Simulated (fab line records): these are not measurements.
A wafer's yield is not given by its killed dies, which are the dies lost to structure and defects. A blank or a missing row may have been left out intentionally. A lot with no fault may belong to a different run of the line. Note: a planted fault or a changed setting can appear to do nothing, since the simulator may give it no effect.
Which tool is to blame? || flow gf180mcu || 13 lots, 39 wafers sampled, at 4 steps of a route of 602

== WHAT EACH GAUGE READ, for each wafer ==
GF_POLY_GATE_OVL_MEAS_11.
{"lot": "L476", "measured": "day 9 17:45", "on": "overlay-02", "POLY_GATE_OVL (nm)": "-1 0 2"}
{"lot": "L477", "measured": "day 9 20:24", "on": "overlay-02", "POLY_GATE_OVL (nm)": "2 0 3"}
{"lot": "L479", "measured": "day 10 11:57", "on": "overlay-02", "POLY_GATE_OVL (nm)": "-8 2 3"}
{"lot": "L480", "measured": "day 10 23:01", "on": "overlay-01", "POLY_GATE_OVL (nm)": "1 0 0"}
{"lot": "L481", "measured": "day 10 23:14", "on": "overlay-01", "POLY_GATE_OVL (nm)": "5 2 7"}
{"lot": "L482", "measured": "day 11 17:50", "on": "overlay-01", "POLY_GATE_OVL (nm)": "4 5 4"}
{"lot": "L484", "measured": "day 12 01:19", "on": "overlay-02", "POLY_GATE_OVL (nm)": "-4 -3 -3"}
{"lot": "L486", "measured": "day 12 11:07", "on": "overlay-01", "POLY_GATE_OVL (nm)": "-6 -7 -4"}
{"lot": "L487", "measured": "day 13 00:44", "on": "overlay-01", "POLY_GATE_OVL (nm)": "-4 -6 -9"}
{"lot": "L488", "measured": "day 13 08:21", "on": "overlay-02", "POLY_GATE_OVL (nm)": "0 6 11"}
{"lot": "L496", "measured": "day 15 14:37", "on": "overlay-02", "POLY_GATE_OVL (nm)": "-1 3 1"}
{"lot": "L497", "measured": "day 15 22:05", "on": "overlay-02", "POLY_GATE_OVL (nm)": "-3 -11 3"}
{"lot": "L498", "measured": "day 16 03:15", "on": "overlay-01", "POLY_GATE_OVL (nm)": "-11 -19 -10"}

GF_HV_LDD_THK_MEAS_55.
{"lot": "L476", "measured": "day 13 02:28", "on": "film_metro-01", "HV_LDD_CVD_54_THK (nm)": "10.12 10.08 10.14"}
{"lot": "L477", "measured": "day 13 04:58", "on": "film_metro-04", "HV_LDD_CVD_54_THK (nm)": "10.09 10.06 10.15"}
{"lot": "L479", "measured": "day 13 21:08", "on": "film_metro-04", "HV_LDD_CVD_54_THK (nm)": "9.92 10.08 9.99"}
{"lot": "L480", "measured": "day 14 10:10", "on": "film_metro-01", "HV_LDD_CVD_54_THK (nm)": "10.20 10.24 10.13"}
{"lot": "L481", "measured": "day 14 13:09", "on": "film_metro-04", "HV_LDD_CVD_54_THK (nm)": "10.09 10.12 10.05"}
{"lot": "L482", "measured": "day 15 09:07", "on": "film_metro-03", "HV_LDD_CVD_54_THK (nm)": "9.95 9.84 9.88"}
{"lot": "L484", "measured": "day 15 16:35", "on": "film_metro-01", "HV_LDD_CVD_54_THK (nm)": "10.27 10.10 10.22"}
{"lot": "L486", "measured": "day 16 05:07", "on": "film_metro-04", "HV_LDD_CVD_54_THK (nm)": "3.50 3.50 3.48"}
{"lot": "L487", "measured": "day 16 19:33", "on": "film_metro-03", "HV_LDD_CVD_54_THK (nm)": "3.48 3.49 3.40"}
{"lot": "L488", "measured": "day 17 02:50", "on": "film_metro-03", "HV_LDD_CVD_54_THK (nm)": "3.48 3.49 3.50"}
{"lot": "L496", "measured": "day 19 22:58", "on": "film_metro-04", "HV_LDD_CVD_54_THK (nm)": "9.99 9.95 10.04"}
{"lot": "L497", "measured": "day 20 02:24", "on": "film_metro-03", "HV_LDD_CVD_54_THK (nm)": "9.82 9.88 9.87"}
{"lot": "L498", "measured": "day 20 08:46", "on": "film_metro-03", "HV_LDD_CVD_54_THK (nm)": "10.01 10.07 10.00"}

== EACH LOT AND THE TOOL THAT RAN IT (in order: tool; ch and the chambers of the sampled wafers; start) ==
{"lot": "L476", "GF_VT_IMPLANT_STRIP_20": "plasma_asher-03 ch 0,1, day 6 15:07", "GF_HV_LDD_CVD_54": "lpcvd-02 ch 0, day 13 01:26"}
{"lot": "L477", "GF_VT_IMPLANT_STRIP_20": "plasma_asher-03 ch 0,1, day 6 19:01", "GF_HV_LDD_CVD_54": "lpcvd-02 ch 0, day 13 03:56"}
{"lot": "L479", "GF_VT_IMPLANT_STRIP_20": "plasma_asher-04 ch 0,1, day 7 09:52", "GF_HV_LDD_CVD_54": "lpcvd-01 ch 0, day 13 20:07"}
{"lot": "L480", "GF_VT_IMPLANT_STRIP_20": "plasma_asher-03 ch 0,1, day 7 15:47", "GF_HV_LDD_CVD_54": "lpcvd-02 ch 1, day 14 09:07"}
{"lot": "L481", "GF_VT_IMPLANT_STRIP_20": "plasma_asher-03 ch 0,1, day 7 19:49", "GF_HV_LDD_CVD_54": "lpcvd-02 ch 1, day 14 12:08"}
{"lot": "L482", "GF_VT_IMPLANT_STRIP_20": "plasma_asher-04 ch 0,1, day 8 10:25", "GF_HV_LDD_CVD_54": "lpcvd-01 ch 1, day 15 08:05"}
{"lot": "L484", "GF_VT_IMPLANT_STRIP_20": "plasma_asher-01 ch 0,1, day 8 18:45", "GF_HV_LDD_CVD_54": "lpcvd-02 ch 0, day 15 15:32"}
{"lot": "L486", "GF_VT_IMPLANT_STRIP_20": "plasma_asher-01 ch 0,1, day 9 04:18", "GF_HV_LDD_CVD_54": "lpcvd-02 ch 1, day 16 03:34"}
{"lot": "L487", "GF_VT_IMPLANT_STRIP_20": "plasma_asher-03 ch 0,1, day 9 15:55", "GF_HV_LDD_CVD_54": "lpcvd-02 ch 1, day 16 18:32"}
{"lot": "L488", "GF_VT_IMPLANT_STRIP_20": "plasma_asher-03 ch 0,1, day 9 20:28", "GF_HV_LDD_CVD_54": "lpcvd-02 ch 1, day 17 01:49"}
{"lot": "L496", "GF_VT_IMPLANT_STRIP_20": "plasma_asher-03 ch 0, day 11 22:28", "GF_HV_LDD_CVD_54": "lpcvd-02 ch 1, day 19 21:56"}
{"lot": "L497", "GF_VT_IMPLANT_STRIP_20": "plasma_asher-04 ch 0,1, day 12 05:19", "GF_HV_LDD_CVD_54": "lpcvd-02 ch 0, day 20 01:22"}
{"lot": "L498", "GF_VT_IMPLANT_STRIP_20": "plasma_asher-03 ch 0,1, day 12 10:34", "GF_HV_LDD_CVD_54": "lpcvd-02 ch 1, day 20 07:44"}
- GF_VT_IMPLANT_STRIP_20: strips in O2/N2.
- GF_HV_LDD_CVD_54: deposits SiO2 from TEOS, target thk 10 nm, time 75 s.

== AS READ BY THE TOOLS THEMSELVES (means over the sampled wafers that have a number; for cases with no such wafer, the mark the record gives instead) ==
GF_VT_IMPLANT_STRIP_20.
{"lot": "L476", "tool": "plasma_asher-03", "drypump_motor_current_A (A)": 6.4, "heater_power_w (W)": 371, "oes_product_au (a.u.)": 0.716, "strip_time_to_endpoint_s (s)": 12.64}
{"lot": "L477", "tool": "plasma_asher-03", "drypump_motor_current_A (A)": 6.4, "heater_power_w (W)": 348, "oes_product_au (a.u.)": 0.717, "strip_time_to_endpoint_s (s)": 12.62}
{"lot": "L479", "tool": "plasma_asher-04", "drypump_motor_current_A (A)": 5.2, "heater_power_w (W)": 301, "oes_product_au (a.u.)": 0.715, "strip_time_to_endpoint_s (s)": 12.68}
{"lot": "L480", "tool": "plasma_asher-03", "drypump_motor_current_A (A)": 6.4, "heater_power_w (W)": 362, "oes_product_au (a.u.)": 0.720, "strip_time_to_endpoint_s (s)": 12.62}
{"lot": "L481", "tool": "plasma_asher-03", "drypump_motor_current_A (A)": 6.4, "heater_power_w (W)": 367, "oes_product_au (a.u.)": 0.716, "strip_time_to_endpoint_s (s)": 12.62}
{"lot": "L482", "tool": "plasma_asher-04", "drypump_motor_current_A (A)": 5.1, "heater_power_w (W)": 317, "oes_product_au (a.u.)": 0.713, "strip_time_to_endpoint_s (s)": 12.65}
{"lot": "L484", "tool": "plasma_asher-01", "drypump_motor_current_A (A)": 5.7, "heater_power_w (W)": 373, "oes_product_au (a.u.)": 0.714, "strip_time_to_endpoint_s (s)": 12.68}
{"lot": "L486", "tool": "plasma_asher-01", "drypump_motor_current_A (A)": 5.8, "heater_power_w (W)": 372, "oes_product_au (a.u.)": 0.719, "strip_time_to_endpoint_s (s)": 12.63}
{"lot": "L487", "tool": "plasma_asher-03", "drypump_motor_current_A (A)": 6.4, "heater_power_w (W)": 360, "oes_product_au (a.u.)": 0.715, "strip_time_to_endpoint_s (s)": 12.66}
{"lot": "L488", "tool": "plasma_asher-03", "drypump_motor_current_A (A)": 6.4, "heater_power_w (W)": 346, "oes_product_au (a.u.)": 0.715, "strip_time_to_endpoint_s (s)": 12.60}
{"lot": "L496", "tool": "plasma_asher-03", "drypump_motor_current_A (A)": 6.4, "heater_power_w (W)": 389, "oes_product_au (a.u.)": 0.718, "strip_time_to_endpoint_s (s)": 12.63}
{"lot": "L497", "tool": "plasma_asher-04", "drypump_motor_current_A (A)": 5.2, "heater_power_w (W)": 303, "oes_product_au (a.u.)": 0.712, "strip_time_to_endpoint_s (s)": 12.65}
{"lot": "L498", "tool": "plasma_asher-03", "drypump_motor_current_A (A)": 6.4, "heater_power_w (W)": 345, "oes_product_au (a.u.)": 0.716, "strip_time_to_endpoint_s (s)": 12.64}

GF_HV_LDD_CVD_54.
{"lot": "L476", "tool": "lpcvd-02", "spike_tc_centre_C (C)": 680.9}
{"lot": "L477", "tool": "lpcvd-02", "spike_tc_centre_C (C)": 681.0}
{"lot": "L479", "tool": "lpcvd-01", "spike_tc_centre_C (C)": 679.9}
{"lot": "L480", "tool": "lpcvd-02", "spike_tc_centre_C (C)": 679.4}
{"lot": "L481", "tool": "lpcvd-02", "spike_tc_centre_C (C)": 680.0}
{"lot": "L482", "tool": "lpcvd-01", "spike_tc_centre_C (C)": 679.2}
{"lot": "L484", "tool": "lpcvd-02", "spike_tc_centre_C (C)": 681.0}
{"lot": "L486", "tool": "lpcvd-02", "spike_tc_centre_C (C)": 679.5}
{"lot": "L487", "tool": "lpcvd-02", "spike_tc_centre_C (C)": 679.8}
{"lot": "L488", "tool": "lpcvd-02", "spike_tc_centre_C (C)": 679.0}
{"lot": "L496", "tool": "lpcvd-02", "spike_tc_centre_C (C)": 677.7}
{"lot": "L497", "tool": "lpcvd-02", "spike_tc_centre_C (C)": 680.5}
{"lot": "L498", "tool": "lpcvd-02", "spike_tc_centre_C (C)": 678.4}

== THE ANSWER, worked out from the rows above alone ==
Rule: the usual values come from the lots themselves. The widest of any qualifying gaps counts: lots, ordered by their means at a reading, are off when they make up no more than a third of the lots, leave a main group of 4 or more, and stand apart from it by 3 or more times the standard deviation of that group's means. If all means in a main group match to the digits the tables above print for the reading, that group is not used. A lot without any number at a reading at which 4 lots or more have one is off too. Where the step has rows for the other lots, those lots are counted as sound. The gauges are gone through in route order, then the tools' own readings, and for those a lot's mean is taken as printed above. The first step at which some lot is off is used, and at that step the reading that is off furthest; a lot without a number counts as furthest.
Off: L486, L487, L488, seen at GF_HV_LDD_THK_MEAS_55 (HV_LDD_CVD_54_THK). For the main group the mean is 10.04 nm and the standard deviation 0.11.
A tool fits if, at a process step before that reading, it ran every lot that is off, and no sound lot after the first of them. The gauges at GF_HV_LDD_THK_MEAS_55 are tried like those tools. None of those tried fits.

== WHAT HAD BEEN PUT IN BY THE SIMULATOR ==
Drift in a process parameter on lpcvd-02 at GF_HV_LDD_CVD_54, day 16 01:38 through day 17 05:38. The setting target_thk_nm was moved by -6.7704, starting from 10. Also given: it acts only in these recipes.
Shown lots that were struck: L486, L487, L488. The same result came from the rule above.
